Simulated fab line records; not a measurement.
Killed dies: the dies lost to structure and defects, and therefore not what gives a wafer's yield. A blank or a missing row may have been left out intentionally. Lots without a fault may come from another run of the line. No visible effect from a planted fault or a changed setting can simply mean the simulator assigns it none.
fab line records	flow sfq_line	part 1 of 2: steps 1 to 24 of 33
[record] lots = 5	wafers = 15	last_day = 86
route steps=325 shown I4@164 JJ@178
lots untouched by any fault: they come from a run of this same line in which no faults occurred
start_h: hours from the record's opening day to when the first of the lot's shown wafers began	wait_h: hours from the lot's prior step to this one	" as in the row above	L1.1+2: several wafers, shown together as one row	- no value, or no start given	* or withheld: withheld	< > ~ a bound
route shown NAME@n: NAME is a module with steps in the file, n the number in the route of the first one	usual: mean and standard deviation over wafers with no fault	same: alike in all rows	chamber/n: place in a boat	sites: per-site readings	_std_site: the values' standard deviation	_edge_site: the outer-site mean with the inner-site mean subtracted	radius_mm: for every site, how far away it sits from the centre of the wafer	mask NAME#n: copy n	behind: the most recent tool/chamber to have shaped the wafer	hold: the reason the lot was held/the length of the hold in hours/how it ended	device: the n, p or np transistor that did not switch	end of line: the same wafers' tests at the end of the route	a step with no rows: only its recipe	killed: not the wafer's yield, but the dies lost to structure and defects at the first sort	map: the dies of a wafer, with x for killed, . for not killed, _ for no die there
set.NAME: setting as actually run; set.NAME@STEP: the setting as run at that earlier step	model.NAME: the simulator's own value behind a step, which no gauge read
lots at selected steps of the route; one table per step, one row per wafer
services: from which hour (start_h, from the record's first day; less than 0 if before it) a tool's chamber was out of use, for how many hours, and why
[[steps]]
[step SFQ_TRILAYER_I4_CMP_CMP_100]
[recipe] material = SiO2	down_force_psi = 3	platen_rpm = 60	pad_velocity_m_s = 0.94248
[usual] head_pressure_psi = 3.001/0.0065	motor_current_A = 9.8/1	slurry_filter_dp_kPa = 13.49/0.13	time_to_endpoint_s = 214/7.5
lot.wafer	tool	chamber	start_h	wait_h	head_pressure_psi	motor_current_A	slurry_filter_dp_kPa	time_to_endpoint_s
L077.4	cmp-01	1	962.02	0.5	3.004	9.5	13.27	214
L077.3	"	2	"	"	2.999	9.3	13.53	220
L077.6	"	1	964.02	2.5	2.997	9.3	13.39	221
L078.4	cmp-02	1	965.50	1.0	2.997	10.0	13.49	212
L078.1	"	2	"	"	3.004	9.7	13.45	209
L078.3	"	3	"	"	3.000	12.3	13.43	215
L086.4	cmp-01	3	1071.09	1.2	3.004	8.3	13.51	225
L086.1	"	2	1072.59	2.7	3.002	8.6	13.58	226
L086.5	"	0	1073.59	3.7	2.997	10.0	13.51	220
L089.2	cmp-01	3	1077.09	1.2	2.994	8.3	13.32	218
L089.4	"	2	1078.59	2.7	2.994	8.7	13.55	215
L089.6	"	3	"	"	3.007	8.3	13.53	224
L091.2	cmp-02	1	1081.79	2.3	3.000	9.5	13.39	208
L091.4	"	2	"	"	3.007	9.6	13.40	212
L091.5	"	0	1083.29	3.8	2.985	10.1	13.55	221
[step SFQ_I4_BOW_MEAS_927]
[recipe] mode = bow
[usual] I4_BOW = 3/10
lot.wafer	tool	chamber	start_h	wait_h	I4_BOW[um]
L077.3	film_metro-04	-	964.56	1.5	6
L077.4	"	-	"	"	1
L077.6	"	-	"	"	2
L078.1	film_metro-04	-	968.00	1.5	5
L078.3	"	-	"	"	8
L078.4	"	-	"	"	2
L086.1	film_metro-03	-	1074.09	1.0	1
L086.4	"	-	"	"	8
L086.5	"	-	"	"	0
L089.2	film_metro-03	-	1080.11	2.5	-7
L089.4	"	-	"	"	-2
L089.6	"	-	"	"	-14
L091.2	film_metro-02	-	1084.31	2.0	2
L091.4	"	-	"	"	17
L091.5	"	-	"	"	-1
[step SFQ_TRILAYER_I4_METRO_MEASURE_101]
[usual] thk_nm = 199.5/1.2
lot.wafer	tool	chamber	start_h	wait_h	thk_nm
L077.3	film_metro-04	-	965.04	0.5	200.4
L077.4	"	-	"	"	199.9
L077.6	"	-	"	"	198.7
L078.1	film_metro-04	-	968.12	0.1	197.4
L078.3	"	-	"	"	198.2
L078.4	"	-	"	"	198.2
L086.1	film_metro-03	-	1074.21	0.1	201.4
L086.4	"	-	"	"	200.2
L086.5	"	-	"	"	200.1
L089.2	film_metro-03	-	1080.41	0.3	199.5
L089.4	"	-	"	"	200.0
L089.6	"	-	"	"	199.0
L091.2	film_metro-02	-	1084.61	0.3	199.4
L091.4	"	-	"	"	198.3
L091.5	"	-	"	"	198.3
[step SFQ_TRILAYER_I4_VIA_LITHO_COAT_108]
[recipe] resist = BARC	spin_rpm = 3000	resist_thk_nm = 62
[usual] chill_plate_temp_C = 23.00/0.1
lot.wafer	tool	chamber	start_h	wait_h	chill_plate_temp_C
L077.3	litho_track-04	0	965.94	0.7	23.01
L077.4	"	0	"	"	23.11
L077.6	"	0	"	"	23.06
L078.1	litho_track-02	0	969.32	1.0	22.92
L078.3	"	0	"	"	22.93
L078.4	"	0	"	"	22.83
L086.1	litho_track-03	0	1075.41	1.0	22.93
L086.4	"	0	"	"	23.00
L086.5	"	0	"	"	23.01
L089.2	litho_track-02	0	1081.46	0.8	22.93
L089.4	"	0	"	"	22.80
L089.6	"	0	"	"	22.84
L091.2	litho_track-03	0	1085.66	0.8	22.98
L091.4	"	0	"	"	22.95
L091.5	"	0	"	"	23.05
[step SFQ_TRILAYER_I4_VIA_LITHO_COAT_103]
[recipe] resist = KrF	spin_rpm = 3000	resist_thk_nm = 650
[usual] chill_plate_temp_C = 23.00/0.086
lot.wafer	tool	chamber	start_h	wait_h	chill_plate_temp_C
L077.3	litho_track-04	0	966.24	0.2	22.96
L077.4	"	0	"	"	22.91
L077.6	"	0	"	"	23.05
L078.1	litho_track-02	0	969.62	0.2	23.04
L078.3	"	0	"	"	23.04
L078.4	"	0	"	"	23.05
L086.1	litho_track-03	0	1075.71	0.2	23.10
L086.4	"	0	"	"	23.12
L086.5	"	0	"	"	23.09
L089.2	litho_track-02	0	1081.76	0.2	23.03
L089.4	"	0	"	"	23.01
L089.6	"	0	"	"	22.82
L091.2	litho_track-03	0	1085.96	0.2	22.96
L091.4	"	0	"	"	23.05
L091.5	"	0	"	"	22.86
[step SFQ_TRILAYER_I4_VIA_LITHO_SOFTBAKE_107]
[recipe] temp_c = withheld	time_s = withheld	resist = KrF
[usual] chill_plate_temp_C = *
lot.wafer	tool	chamber	start_h	wait_h	chill_plate_temp_C
L077.3	litho_track-04	0	966.49	0.2	*
L077.4	"	0	"	"	*
L077.6	"	0	"	"	*
L078.1	litho_track-02	0	969.92	0.2	*
L078.3	"	0	"	"	*
L078.4	"	0	"	"	*
L086.1	litho_track-03	0	1076.01	0.2	*
L086.4	"	0	"	"	*
L086.5	"	0	"	"	*
L089.2	litho_track-02	0	1082.04	0.2	*
L089.4	"	0	"	"	*
L089.6	"	0	"	"	*
L091.2	litho_track-03	0	1086.24	0.2	*
L091.4	"	0	"	"	*
L091.5	"	0	"	"	*
[step SFQ_TRILAYER_I4_VIA_LITHO_EXPOSE_104]
[recipe] mask_id = I4	na = 0.6	source_shape = conventional	sigma_outer = 0.65	target_cd_nm = 700	dose_mj = 21.3
[usual] exposure_dose_mJ_cm2 = 21.302/0.02
[same] na = 0.6
lot.wafer	tool	chamber	start_h	wait_h	mask	exposure_dose_mJ_cm2
L077.3	krf_scanner-02	0	1110.47	-	I4#0	21.318
L077.4	"	0	"	"	I4#0	21.326
L077.6	"	0	"	"	I4#0	21.332
L078.1	krf_scanner-02	0	1113.67	-	I4#0	21.303
L078.3	"	0	"	"	I4#0	21.302
L078.4	"	0	"	"	I4#0	21.315
L086.1	krf_scanner-02	0	1190.89	-	I4#0	21.290
L086.4	"	0	"	"	I4#0	21.337
L086.5	"	0	"	"	I4#0	21.257
L089.2	krf_scanner-02	0	1195.89	-	I4#0	21.344
L089.4	"	0	"	"	I4#0	21.317
L089.6	"	0	"	"	I4#0	21.339
L091.2	krf_scanner-02	0	1200.69	-	I4#0	21.332
L091.4	"	0	"	"	I4#0	21.301
L091.5	"	0	"	"	I4#0	21.277
[step SFQ_TRILAYER_I4_VIA_LITHO_PEB_106]
[recipe] peb_temp_c = 115	peb_time_s = 60	resist = KrF
[usual] chill_plate_temp_C = 23.02/0.1
[same] peb_time_s = 60
lot.wafer	tool	chamber	start_h	wait_h	chill_plate_temp_C
L077.3	litho_track-03	0	1111.32	0.7	22.94
L077.4	"	0	"	"	23.00
L077.6	"	0	"	"	22.92
L078.1	litho_track-04	0	1114.87	1.0	22.93
L078.3	"	0	"	"	22.91
L078.4	"	0	"	"	22.95
L086.1	litho_track-02	0	1192.09	1.0	22.97
L086.4	"	0	"	"	23.17
L086.5	"	0	"	"	23.11
L089.2	litho_track-02	0	1196.91	0.8	22.99
L089.4	"	0	"	"	23.13
L089.6	"	0	"	"	22.98
L091.2	litho_track-03	0	1201.71	0.8	22.78
L091.4	"	0	"	"	22.86
L091.5	"	0	"	"	22.91
[step SFQ_TRILAYER_I4_VIA_LITHO_DEVELOP_105]
[recipe] time_s = 60	resist = KrF
[usual] chill_plate_temp_C = 23.00/0.099
lot.wafer	tool	chamber	start_h	wait_h	chill_plate_temp_C
L077.3	litho_track-03	0	1111.47	0.1	23.06
L077.4	"	0	"	"	22.86
L077.6	"	0	"	"	23.06
L078.1	litho_track-04	0	1115.02	0.1	22.97
L078.3	"	0	"	"	23.07
L078.4	"	0	"	"	23.21
L086.1	litho_track-02	0	1192.24	0.1	23.03
L086.4	"	0	"	"	22.83
L086.5	"	0	"	"	22.85
L089.2	litho_track-02	0	1197.06	0.1	23.02
L089.4	"	0	"	"	23.06
L089.6	"	0	"	"	23.08
L091.2	litho_track-03	0	1201.86	0.1	22.89
L091.4	"	0	"	"	22.87
L091.5	"	0	"	"	22.96
[step SFQ_I4_OVL_MEAS_928]
[usual] I4_OVL = 1/6.1
lot.wafer	tool	chamber	start_h	wait_h	I4_OVL[nm]
L077.3	overlay-01	-	1111.58	0.1	4
L077.4	"	-	"	"	1
L077.6	"	-	"	"	1
L078.1	overlay-01	-	1115.17	0.1	8
L078.3	"	-	"	"	11
L078.4	"	-	"	"	8
L086.1	overlay-02	-	1192.39	0.1	0
L086.4	"	-	"	"	5
L086.5	"	-	"	"	6
L089.2	overlay-02	-	1197.19	0.1	-5
L089.4	"	-	"	"	-7
L089.6	"	-	"	"	-5
L091.2	overlay-02	-	1201.99	0.1	-6
L091.4	"	-	"	"	-10
L091.5	"	-	"	"	-9
[step SFQ_TRILAYER_I4_VIA_BARC_OPEN_VIA_ETCH_146]
[recipe] mask_material = PR	chemistry = O2	target_depth_nm = 125	target = BARC	source_w = 500	bias_w = 80	pressure_mtorr = 30	time_s = 41.7
[usual] drypump_motor_current_A = 5.8/0.37	oes_product_au = 0.685/0.0046
lot.wafer	tool	chamber	start_h	wait_h	drypump_motor_current_A	oes_product_au	rf_hours_counter_h
L077.3	rie_diel-02	1	1111.60	0.0	5.4	0.682	10
L077.4	"	2	"	"	6.0	0.688	2
L077.6	"	1	"	"	5.4	0.687	-
L078.1	rie_diel-02	0	1115.20	0.0	5.8	0.685	5
L078.3	"	1	"	"	5.5	0.680	10
L078.4	"	3	"	"	5.6	0.677	9
L086.1	rie_diel-04	3	1192.42	0.0	6.2	0.679	3
L086.4	"	0	"	"	6.5	0.683	18
L086.5	"	2	"	"	6.2	0.687	-
L089.2	rie_diel-04	1	1197.22	0.0	5.7	0.681	14
L089.4	"	3	"	"	6.3	0.685	3
L089.6	"	2	"	"	6.2	0.688	-
L091.2	rie_diel-04	0	1202.02	0.0	6.5	0.684	18
L091.4	"	2	"	"	6.2	0.685	3
L091.5	"	0	"	"	6.6	0.682	-
[step SFQ_TRILAYER_I4_VIA_ETCH_VIA_ETCH_106]
[recipe] target = SiO2	stop_on = Nb	mask_material = PR	taper_deg = 20	chemistry = CHF3	target_depth_nm = 260	source_w = 500	bias_w = 80	pressure_mtorr = 30	time_s = withheld
[usual] drypump_motor_current_A = 5.8/0.37	oes_product_au = 0.854/0.0054
lot.wafer	tool	chamber	start_h	wait_h	drypump_motor_current_A	oes_product_au
L077.3	rie_diel-02	1	1111.64	0.0	5.4	0.853
L077.4	"	2	"	"	6.0	0.858
L077.6	"	1	"	"	5.4	0.855
L078.1	rie_diel-02	0	1115.24	0.0	5.8	0.843
L078.3	"	1	"	"	5.5	0.843
L078.4	"	3	"	"	5.6	0.847
L086.1	rie_diel-04	3	1192.46	0.0	6.2	0.853
L086.4	"	0	"	"	6.6	0.855
L086.5	"	2	"	"	6.2	0.860
L089.2	rie_diel-04	1	1197.26	0.0	5.7	0.849
L089.4	"	3	"	"	6.3	0.849
L089.6	"	2	"	"	6.2	0.856
L091.2	rie_diel-04	0	1202.06	0.0	6.6	0.849
L091.4	"	2	"	"	6.2	0.849
L091.5	"	0	"	"	6.5	0.856
[step SFQ_TRILAYER_I4_VIA_STRIP_STRIP_107]
[recipe] gas = O2	power_w = 200	platen_temp_c = 40	overash_fraction = 0.65	chemistry = O2	pressure_mtorr = 50
[usual] drypump_motor_current_A = 5.4/0.43	he_backside_leak_sccm = 3.43/0.2	oes_product_au = 0.997/0.0064
lot.wafer	tool	chamber	start_h	wait_h	drypump_motor_current_A	he_backside_leak_sccm	oes_product_au	rf_hours_counter_h
L077.3	rie_metal-04	1	1111.96	-	5.5	3.59	0.998	-
L077.4	"	0	"	"	4.9	3.70	1.004	-
L077.6	"	1	"	"	5.5	3.47	0.999	-
L078.1	rie_metal-02	1	1115.36	-	5.7	3.24	0.988	13
L078.3	"	0	"	"	5.5	3.46	1.002	-
L078.4	"	1	"	"	5.7	3.39	0.990	-
L086.1	rie_metal-02	1	1192.58	-	5.7	3.67	1.002	29
L086.4	"	0	"	"	5.5	3.59	0.993	-
L086.5	"	1	"	"	5.7	3.34	1.000	-
L089.2	rie_metal-03	0	1197.38	-	5.1	3.21	0.988	27
L089.4	"	1	"	"	6.4	3.24	0.991	-
L089.6	"	1	"	"	6.4	3.36	1.002	-
L091.2	rie_metal-03	0	1202.18	-	5.1	3.34	0.985	28
L091.4	"	0	"	"	5.1	3.62	0.994	-
L091.5	"	0	"	"	5.1	3.34	0.999	-
[step SFQ_TRILAYER_I4_VIA_STRIP_SOLV_CLEAN_108]
[recipe] chemistry = NMP	temp_c = 70	time_s = 600
lot.wafer	tool	chamber	start_h	wait_h
L077.3+4+6	wet_bench-04	7,4,3	1112.36	0.2
L078.1+3+4	wet_bench-01	5,1,3	1115.96	0.4
L086.1+4+5	wet_bench-02	3,5,0	1193.18	0.4
L089.2+4+6	wet_bench-02	1,6,7	1197.98	0.4
L091.2+4+5	wet_bench-02	0,2,4	1202.78	0.4
[step SFQ_TRILAYER_JJ_TRILAYER_DEP_PRE_CLEAN_113]
[recipe] gas = Ar	time_s = 22.5	bias_v = 250
[usual] bias_v = 249.7/2.5
lot.wafer	tool	chamber	start_h	wait_h	bias_v
L077.3	pvd_sputter-05	-	1112.53	0.0	249.2
L077.4	"	-	"	"	252.6
L077.6	"	-	"	"	249.5
L078.1	pvd_sputter-06	-	1116.13	0.0	248.7
L078.3	"	-	"	"	248.6
L078.4	"	-	"	"	249.6
L086.1	pvd_sputter-05	-	1193.53	0.0	248.4
L086.4	"	-	"	"	248.7
L086.5	"	-	"	"	249.3
L089.2	pvd_sputter-05	-	1198.17	0.0	256.7
L089.4	"	-	"	"	251.6
L089.6	"	-	"	"	251.6
L091.2	pvd_sputter-05	-	1202.97	0.0	247.6
L091.4	"	-	"	"	249.3
L091.5	"	-	"	"	252.8
[step SFQ_TRILAYER_JJ_TRILAYER_DEP_SPUTTER_109]
[recipe] material = Nb	base_pressure_pa = 1.33e-06	chamber_pressure_pa = 0.1333	substrate_temp_c = 20	target_thk_nm = 150	power_w = 2000	time_s = 100
[usual] throttle_valve_pct = 30.0/1.1
lot.wafer	tool	chamber	start_h	wait_h	throttle_valve_pct
L077.3	pvd_sputter-05	-	1112.56	0.0	29.9
L077.4	"	-	"	"	29.3
L077.6	"	-	"	"	30.3
L078.1	pvd_sputter-06	-	1116.16	0.0	28.9
L078.3	"	-	"	"	31.4
L078.4	"	-	"	"	29.2
L086.1	pvd_sputter-05	-	1193.56	0.0	31.3
L086.4	"	-	"	"	30.2
L086.5	"	-	"	"	29.3
L089.2	pvd_sputter-05	-	1198.20	0.0	30.5
L089.4	"	-	"	"	31.0
L089.6	"	-	"	"	30.4
L091.2	pvd_sputter-05	-	1203.00	0.0	29.4
L091.4	"	-	"	"	30.7
L091.5	"	-	"	"	31.0
[step SFQ_TRILAYER_JJ_TRILAYER_DEP_SPUTTER_110]
[recipe] material = Al	base_pressure_pa = 1.33e-06	target_thk_nm = 8	power_w = 500	time_s = 10	chamber_pressure_pa = 0.4
[usual] throttle_valve_pct = 30.0/1.1
lot.wafer	tool	chamber	start_h	wait_h	throttle_valve_pct
L077.3	pvd_sputter-05	-	1112.63	0.0	30.0
L077.4	"	-	"	"	29.3
L077.6	"	-	"	"	29.9
L078.1	pvd_sputter-06	-	1116.23	0.0	28.6
L078.3	"	-	"	"	31.4
L078.4	"	-	"	"	29.2
L086.1	pvd_sputter-05	-	1193.63	0.0	31.4
L086.4	"	-	"	"	30.3
L086.5	"	-	"	"	29.3
L089.2	pvd_sputter-05	-	1198.27	0.0	30.2
L089.4	"	-	"	"	31.3
L089.6	"	-	"	"	30.2
L091.2	pvd_sputter-05	-	1203.07	0.0	29.2
L091.4	"	-	"	"	30.4
L091.5	"	-	"	"	31.3
[step SFQ_TRILAYER_JJ_TRILAYER_DEP_AL_OXIDATION_111]
[recipe] pressure_mbar = 0.014667	oxidation_time_s = 600	temperature_k = 293
[same] oxidation_time_s = 600
lot.wafer	tool	chamber	start_h	wait_h
L077.3+4+6	pvd_sputter-05	-	1112.66	0.0
L078.1+3+4	pvd_sputter-06	-	1116.26	0.0
L086.1+4+5	pvd_sputter-05	-	1193.65	0.0
L089.2+4+6	pvd_sputter-05	-	1198.29	0.0
L091.2+4+5	pvd_sputter-05	-	1203.09	0.0
[step SFQ_TRILAYER_JJ_TRILAYER_DEP_SPUTTER_112]
[recipe] material = Nb	base_pressure_pa = 1.33e-06	chamber_pressure_pa = 0.1333	substrate_temp_c = 20	target_thk_nm = 170	power_w = 2000	time_s = 113.3
[usual] throttle_valve_pct = 30.0/1.1
lot.wafer	tool	chamber	start_h	wait_h	throttle_valve_pct
L077.3	pvd_sputter-05	-	1113.66	0.5	30.1
L077.4	"	-	"	"	29.3
L077.6	"	-	"	"	30.3
L078.1	pvd_sputter-06	-	1117.26	0.5	29.1
L078.3	"	-	"	"	31.2
L078.4	"	-	"	"	29.3
L086.1	pvd_sputter-05	-	1194.65	0.5	31.2
L086.4	"	-	"	"	30.1
L086.5	"	-	"	"	29.4
L089.2	pvd_sputter-05	-	1199.29	0.5	29.9
L089.4	"	-	"	"	31.4
L089.6	"	-	"	"	30.6
L091.2	pvd_sputter-05	-	1204.09	0.5	29.0
L091.4	"	-	"	"	30.6
L091.5	"	-	"	"	31.3
[step SFQ_JJ_RS_MEAS_929]
[recipe] thk_meas_gauge = four-point-probe	reads = Nb_of_TRILAYER_JJ_TRILAYER_DEP_SPUTTER_112
[usual] JJ_NB_RS = 1.052/0.0096
lot.wafer	tool	chamber	start_h	wait_h	JJ_NB_RS[ohm/sq]
L077.3	film_metro-01	-	1113.78	0.1	1.037
L077.4	"	-	"	"	1.049
L077.6	"	-	"	"	1.042
L078.1	film_metro-01	-	1117.34	0.0	1.051
L078.3	"	-	"	"	1.048
L078.4	"	-	"	"	1.050
L086.1	film_metro-03	-	1194.73	0.0	1.046
L086.4	"	-	"	"	1.059
L086.5	"	-	"	"	1.049
L089.2	film_metro-03	-	1199.39	0.1	1.051
L089.4	"	-	"	"	1.045
L089.6	"	-	"	"	1.039
L091.2	film_metro-01	-	1204.19	0.1	1.041
L091.4	"	-	"	"	1.035
L091.5	"	-	"	"	1.036
[step SFQ_TRILAYER_JJ_CE_LITHO_COAT_119]
[recipe] resist = BARC	spin_rpm = 3000	resist_thk_nm = 62
[usual] chill_plate_temp_C = 23.01/0.1
lot.wafer	tool	chamber	start_h	wait_h	chill_plate_temp_C
L077.3	litho_track-03	0	1114.02	0.1	23.03
L077.4	"	0	"	"	23.09
L077.6	"	0	"	"	22.95
L078.1	litho_track-03	0	1117.52	0.1	23.20
L078.3	"	0	"	"	23.00
L078.4	"	0	"	"	23.18
L086.1	litho_track-01	0	1194.91	0.1	23.06
L086.4	"	0	"	"	23.06
L086.5	"	0	"	"	22.84
L089.2	litho_track-04	0	1199.60	0.1	23.01
L089.4	"	0	"	"	23.14
L089.6	"	0	"	"	23.04
L091.2	litho_track-01	0	1204.40	0.1	23.00
L091.4	"	0	"	"	23.24
L091.5	"	0	"	"	23.12
[step SFQ_TRILAYER_JJ_CE_LITHO_COAT_114]
[recipe] resist = KrF	spin_rpm = 3000	resist_thk_nm = 600
[usual] chill_plate_temp_C = 22.99/0.12
lot.wafer	tool	chamber	start_h	wait_h	chill_plate_temp_C
L077.3	litho_track-03	0	1114.32	0.2	23.00
L077.4	"	0	"	"	22.90
L077.6	"	0	"	"	23.04
L078.1	litho_track-03	0	1117.82	0.2	23.11
L078.3	"	0	"	"	22.99
L078.4	"	0	"	"	23.02
L086.1	litho_track-01	0	1195.21	0.2	23.06
L086.4	"	0	"	"	22.96
L086.5	"	0	"	"	22.88
L089.2	litho_track-04	0	1199.90	0.2	22.93
L089.4	"	0	"	"	22.88
L089.6	"	0	"	"	23.14
L091.2	litho_track-01	0	1204.70	0.2	22.95
L091.4	"	0	"	"	22.99
L091.5	"	0	"	"	22.91
[step SFQ_TRILAYER_JJ_CE_LITHO_SOFTBAKE_118]
[recipe] temp_c = withheld	time_s = withheld	resist = KrF
[usual] chill_plate_temp_C = *
lot.wafer	tool	chamber	start_h	wait_h	chill_plate_temp_C
L077.3	litho_track-03	0	1114.57	0.2	*
L077.4	"	0	"	"	*
L077.6	"	0	"	"	*
L078.1	litho_track-03	0	1118.12	0.2	*
L078.3	"	0	"	"	*
L078.4	"	0	"	"	*
L086.1	litho_track-01	0	1195.51	0.2	*
L086.4	"	0	"	"	*
L086.5	"	0	"	"	*
L089.2	litho_track-04	0	1200.18	0.2	*
L089.4	"	0	"	"	*
L089.6	"	0	"	"	*
L091.2	litho_track-01	0	1204.98	0.2	*
L091.4	"	0	"	"	*
L091.5	"	0	"	"	*
[step SFQ_TRILAYER_JJ_CE_LITHO_EXPOSE_115]
[recipe] mask_id = J5	na = 0.6	source_shape = conventional	sigma_outer = 0.65	target_cd_nm = 700	dose_mj = 14.4
[usual] exposure_dose_mJ_cm2 = 14.400/0.015
[same] na = 0.6
lot.wafer	tool	chamber	start_h	wait_h	mask	exposure_dose_mJ_cm2
L077.3	krf_scanner-01	0	1232.21	-	J5#0	14.412
L077.4	"	0	"	"	J5#0	14.421
L077.6	"	0	"	"	J5#0	14.394
L078.1	krf_scanner-01	0	1240.21	-	J5#0	14.390
L078.3	"	0	"	"	J5#0	14.384
L078.4	"	0	"	"	J5#0	14.378
L086.1	krf_scanner-01	0	1320.61	-	J5#0	14.428
L086.4	"	0	"	"	J5#0	14.416
L086.5	"	0	"	"	J5#0	14.425
L089.2	krf_scanner-01	0	1328.01	-	J5#0	14.398
L089.4	"	0	"	"	J5#0	14.397
L089.6	"	0	"	"	J5#0	14.404
L091.2	krf_scanner-01	0	1334.01	-	J5#0	14.408
L091.4	"	0	"	"	J5#0	14.404
L091.5	"	0	"	"	J5#0	14.406
